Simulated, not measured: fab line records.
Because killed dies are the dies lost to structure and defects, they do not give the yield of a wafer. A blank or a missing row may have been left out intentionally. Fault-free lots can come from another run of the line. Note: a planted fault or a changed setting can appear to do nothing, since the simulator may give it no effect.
Struck lot and sound lot, side by side / flow sky130 / 16 steps out of a route of 708
Sound: the wafers L289.1, L289.3, L289.4. Struck: wafer L297.5. (L297.1, L297.3 of the same lot were not struck and are left out.) The cause comes at the end.
Per side, at each step with rows, come the tool, then ch with its chambers, and then its first start. Under that, the readings that differ: sound wafers / struck wafers / difference of the means / sigmas: that difference in standard deviations of wafers without a fault.
alike: readings with means less than 2 such deviations apart, plus words and numbers identical on both sides. not compared: withheld readings, readings lacking a value on some wafer, bounds such as >300 that could conceal the same value, and numbers that have no deviation in the record and whose values overlap.
The two part at a step that has a row with sigmas, a row that says differs or no value, or rows on one side only. Numbers that don't overlap but have no deviation are shown without sigmas and don't part them. A reading that every wafer of one side lacks parts them only if that side has two wafers or more.

SKY_POLY_GATE_THK_MEAS_04:
  sound on film_metro-03 at day 16 06:09; struck on film_metro-04 at day 19 01:19
  alike: POLY_GATE_CVD_03_THK
then, 8 steps without rows for these wafers: SKY_POLY_GATE_DEHYDRATE_05 (time 60 s); SKY_POLY_GATE_HMDS_06 (prime time 60 s); SKY_POLY_GATE_COAT_07 (resist thk 110 nm); SKY_POLY_GATE_COAT_08 (resist thk 450 nm); SKY_POLY_GATE_SOFTBAKE_09 (time 90 s); SKY_POLY_GATE_EXPOSE_10 (exposes mask P1M, target cd 150 nm); SKY_POLY_GATE_PEB_11; SKY_POLY_GATE_DEVELOP_12 (develop time 60 s).
SKY_POLY_GATE_CD_MEAS_13: the cd target is 150 nm.
  sound on cd_sem-01 at day 17 11:34; struck on cd_sem-02 at day 20 08:25
  alike: cd_nm
SKY_POLY_GATE_OVL_MEAS_14:
  sound on overlay-02 at day 17 11:41; struck on overlay-01 at day 20 08:32
  alike: POLY_GATE_OVL
SKY_POLY_GATE_ETCH_15: etches BARC in N2/H2, stops on SiO2, time 118.5 s, target depth 110 nm.
  sound on rie_diel-02 ch 0,2,3, day 17 11:43; struck on rie_diel-04 ch 2, day 20 08:34
reading=oes_product_au (a.u.); sound=0.714 0.714 0.718; struck=0.705; difference=-0.010; sigmas=-2
  alike: drypump_motor_current_A, throttle_valve_pct
  not compared: rf_hours_counter_h
SKY_POLY_GATE_ETCH_16: etches Si3N4 in CH3F/O2, stops on poly-Si, time 147.5 s, target depth 75 nm.
  sound on rie_diel-02 ch 0,2,3, day 17 11:48; struck on rie_diel-04 ch 2, day 20 08:39
reading=model.KrF-thick_of_POLY_GATE_COAT_08.thk_nm (nm); sound=234.7 235.4 234.5; struck=276.5; difference=+41.6; sigmas=
  alike: drypump_motor_current_A, oes_product_au, throttle_valve_pct
  not compared: rf_hours_counter_h
SKY_POLY_GATE_ETCH_17: etches poly-Si in HBr/Cl2, stops on SiO2, target depth 180 nm, time 70.5 s.
  sound on rie_si-02 ch 0,1,2, day 17 11:54; struck on rie_si-01 ch 2, day 20 08:45
reading=oes_product_au (a.u.); sound=0.985 0.982 0.981; struck=0.999; difference=+0.016; sigmas=+3
reading=model.KrF-thick_of_POLY_GATE_COAT_08.thk_nm (nm); sound=140.5 142.3 140.7; struck=182.6; difference=+41.4; sigmas=
  alike: drypump_motor_current_A, throttle_valve_pct
  not compared: rf_hours_counter_h
SKY_POLY_GATE_STRIP_18: strips in O2/N2.
  sound on plasma_asher-02 ch 0,1, day 17 11:57; struck on plasma_asher-04 ch 0, day 20 08:48
reading=oes_product_au (a.u.); sound=0.366 0.362 0.358; struck=0.391; difference=+0.029; sigmas=+6
reading=strip_time_to_endpoint_s (s); sound=3.17 3.18 3.19; struck=3.62; difference=+0.44; sigmas=+14
  alike: drypump_motor_current_A
  not compared: rf_hours_counter_h
then, 1 step without rows for these wafers: SKY_POLY_GATE_CLEAN_19 (cleans in SC1/SC2, time 150 s).

== WHERE THEY PART ==
Last at SKY_POLY_GATE_STRIP_18 as far as this record goes, first at SKY_POLY_GATE_ETCH_15.

WHY: what the simulator had put in
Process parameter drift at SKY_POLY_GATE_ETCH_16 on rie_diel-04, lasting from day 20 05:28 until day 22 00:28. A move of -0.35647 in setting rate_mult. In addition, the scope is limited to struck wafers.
